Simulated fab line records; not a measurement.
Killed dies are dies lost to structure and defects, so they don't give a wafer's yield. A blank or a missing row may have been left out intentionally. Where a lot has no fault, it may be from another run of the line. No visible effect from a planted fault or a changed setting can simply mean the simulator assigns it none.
Which tool is to blame? / flow sky130 / 7 lots (19 wafers sampled), 1 step of a 708-step route

WHAT THE GAUGES READ, wafer by wafer
SKY_PWDE_OVL_MEAS_07.
lot=L328; measured=day 4 12:14; on=overlay-01; PWDE_OVL (nm)=-1.3 -1.0 -1.4
lot=L330; measured=day 4 18:59; on=overlay-02; PWDE_OVL (nm)=2.6 1.0 2.0
lot=L332; measured=day 5 01:58; on=overlay-01; PWDE_OVL (nm)=0.9 0.1 1.2
lot=L334; measured=day 5 12:47; on=overlay-02; PWDE_OVL (nm)=0.9 2.0 1.3
lot=L335; measured=day 5 20:32; on=overlay-02; PWDE_OVL (nm)=-0.2 -1.6
lot=L344; measured=day 7 19:20; on=overlay-02; PWDE_OVL (nm)=0.4 0.3 -0.6
lot=L350; measured=day 9 05:32; on=overlay-01; PWDE_OVL (nm)=2.1 0.8

WHICH TOOL RAN EACH LOT (tool, then ch and the chambers of the sampled wafers, then the start)
There is no process step in the record ahead of these readings.

THE ANSWER, worked out from the rows above alone
Rule: the lots themselves supply what counts as usual. Put in order of their means at a reading, lots are off if they are a third of the lots or fewer, leave a main group of 4 or more, and stand apart from it by a gap of 3 or more times the standard deviation of the main group's means; of several such gaps the widest counts. If all means in a main group match to the digits the tables above print for the reading, that group is not used. Also off: a lot with no number at a reading for which 4 or more lots have one. All remaining lots with rows at the step are treated as sound.
No lot is off on any of the readings shown, so nothing can be concluded from this.

WHAT THE SIMULATOR HAD INSERTED
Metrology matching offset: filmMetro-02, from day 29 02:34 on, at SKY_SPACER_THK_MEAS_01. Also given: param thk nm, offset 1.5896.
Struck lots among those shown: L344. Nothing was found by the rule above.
